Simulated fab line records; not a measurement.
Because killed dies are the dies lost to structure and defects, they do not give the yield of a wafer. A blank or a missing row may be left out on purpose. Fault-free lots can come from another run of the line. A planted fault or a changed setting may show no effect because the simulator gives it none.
Chamber matching	flow sky130	SKY_VIA4_ETCH_12 on rieDiel-04 has 4 sister chambers
The step etches SiO2 in C4F8/O2/Ar, stops on TiN, target depth 580 nm. 8 wafers are shown with their chamber, then 7 later ones without.

## EACH WAFER AND ITS CHAMBER
wafer	chamber	oesProductAu (a.u.)	biasW (W)
L078.1	0	0.921	1197
L079.1	0	0.917	1199
L079.2	1	0.929	1200
L084.1	1	0.923	1199
L084.3	2	0.918	1203
L084.5	3	0.925	1196
L090.3	3	0.920	1204
L090.4	2	0.926	1207

## WAFERS WITHOUT THEIR CHAMBER
wafer	oesProductAu (a.u.)	biasW (W)
L090.6	0.927	1198
L092.3	0.922	1202
L092.4	0.923	1196
L092.5	0.923	1196
L093.3	0.919	1201
L093.4	0.923	1205
L093.6	0.926	1198

## CHAMBER TAKEN BY EACH
wafer	from the rows above	in truth
L090.6	can't be placed: 1 or 3 or 0 or 2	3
L092.3	can't be placed: 3 or 2 or 1 or 0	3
L092.4	can't be placed: 0 or 3 or 1 or 2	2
L092.5	can't be placed: 0 or 3 or 1 or 2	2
L093.3	can't be placed: 3 or 0 or 2 or 1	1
L093.4	can't be placed: 2 or 3 or 1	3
L093.6	can't be placed: 1 or 3 or 0 or 2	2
Placed correctly: 0 of 7. Cannot be placed on the basis of these rows: 7; the candidates contain the true chamber in 7. 0 placed wrongly.
How it was worked out, from the rows above alone: a wafer's distance from a chamber is the root of the sum, over the readings, of the square of ((its reading less the chamber's mean) divided by the reading's scatter). If the next closest chamber is less than 2 further off than the closest, the wafer can't be placed; otherwise it belongs to the closest. Each chamber's mean is taken over the wafers shown for it. The scatter is the square root of a quotient: the sum, over the shown wafers, of each reading's squared deviation from its chamber's mean, divided by wafers minus chambers.
